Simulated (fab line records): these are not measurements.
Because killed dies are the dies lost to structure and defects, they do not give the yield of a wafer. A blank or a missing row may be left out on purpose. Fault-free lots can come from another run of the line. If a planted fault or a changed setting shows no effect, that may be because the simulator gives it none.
Code-filled problem report in 8D (eight disciplines) form :: flow gf180mcu :: the parts of the form that need people (team, actions taken, sign-off) are left out

1. THE ISSUE
A mean of 926.6 W is read at GF_PASSIVATION_ETCH_11 for rf_fwd_power_W, taken on 1 wafer of 1 lot, against 798.9 W (standard deviation 2.5) on wafers free of any fault. Measured from the usual mean, that is +51 standard deviations.
The step: etches the open film in CF4/O2, stops on TiN, target depth 2040 nm, time 453.3 s.
First observed at day 31 06:55: wafer L897.3, on rie_diel-01. The record has a number at this step for 15 wafers belonging to 5 lots. By rule, "out" or "out of limits" means more than 4 standard deviations away from the usual mean. The rest of the wafers with a number are treated as sound.

2. WHAT IT IS, WHAT IT ISN'T
question: which readings at this step
is: rf_fwd_power_W
is not: bias_w, drypump_motor_current_A, oes_product_au, throttle_valve_pct

question: which lots
is: L897
is not: L889, L895, L911, L912

question: which wafers of those lots
is: L897.3
is not: L897.1, L897.2

question: read on which tools
is: rie_diel-01
is not: rie_diel-02, rie_diel-03

question: when
is: from day 31 06:55
is not: up to then (8 sound wafers); but 6 sound wafers of L911, L912 came after

3. SUSPECTS, AND WHAT RULES EACH OUT
Counting: if a tool at a process step up to the reading ran every lot that is out, it stays a suspect. Sound lots after the first of them don't rule it out here, since some wafers of a struck lot are sound.
- pecvd-02 at GF_PASSIVATION_CVD_00 (deposits SiO2 from TEOS, target thk 1000 nm, time 111.95 s): kept. L897, the lot that is out, went through it at day 30 12:49; up to then, the latest sound lot through it was L895 at day 29 22:04.
- pecvd-01 at GF_PASSIVATION_CVD_02 (deposits Si3N4, target thk 700 nm, time 486.18 s): kept. L897, the lot that is out, went through it at day 30 12:57; up to then, the latest sound lot through it was L895 at day 29 22:12.
- rie_diel-01 at GF_PASSIVATION_ETCH_11 (etches the open film in CF4/O2, stops on TiN, target depth 2040 nm, time 453.3 s): kept. L897, the lot that is out, went through it at day 31 06:55; up to then, the latest sound lot through it was L895 at day 30 17:19. Its own readings are out on those wafers: rf_fwd_power_W.
- In pecvd-02 at GF_PASSIVATION_CVD_00, the wafers that are out were processed in chamber 2 and their sound lot-mates in chambers 0, 1.
- In pecvd-01 at GF_PASSIVATION_CVD_02, the wafers that are out were processed in chamber 1 and their sound lot-mates in chambers 0, 2.
- In rie_diel-01 at GF_PASSIVATION_ETCH_11, the wafers that are out were processed in chamber 1 and their sound lot-mates in chambers 2, 3.
After the count, these remain: pecvd-02 at GF_PASSIVATION_CVD_00, pecvd-01 at GF_PASSIVATION_CVD_02 and rie_diel-01 at GF_PASSIVATION_ETCH_11.

4. THE CAUSE (what the simulator had put in)
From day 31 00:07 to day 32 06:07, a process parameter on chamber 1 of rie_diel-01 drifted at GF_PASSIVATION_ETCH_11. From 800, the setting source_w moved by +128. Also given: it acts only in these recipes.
After counting, 3 suspects remain, this tool included.

5. SEQUENCE OF EFFECTS, ordered by route
Rows list readings where the struck wafers' mean (over those with a number) sits beyond 3 standard deviations from the usual. Only readings for which the record gives a usual standard deviation are gone through. hours: the time from each lot's start at the first step in this table that gives one to its start at this step, as a median over the lots. sigmas: the change in usual standard deviations.
hours: 0
step: GF_PASSIVATION_ETCH_11
reading: rf_fwd_power_W
usual: 798.9 W
on struck wafers: 926.6
change: +127.7
sigmas: +51

hours: 0
step: GF_PASSIVATION_STRIP_12
reading: strip_time_to_endpoint_s
usual: 32.92 s
on struck wafers: 30.65
change: -2.27
sigmas: -9.1
The process steps in it:
- GF_PASSIVATION_ETCH_11: etches the open film in CF4/O2, stops on TiN, target depth 2040 nm, time 453.3 s.
- GF_PASSIVATION_STRIP_12: strips in O2/N2.

6. WHAT WOULD HAVE CAUGHT IT SOONER
First out-of-limits reading in this record: day 31 06:55, which is 7 hours after fault onset at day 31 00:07.
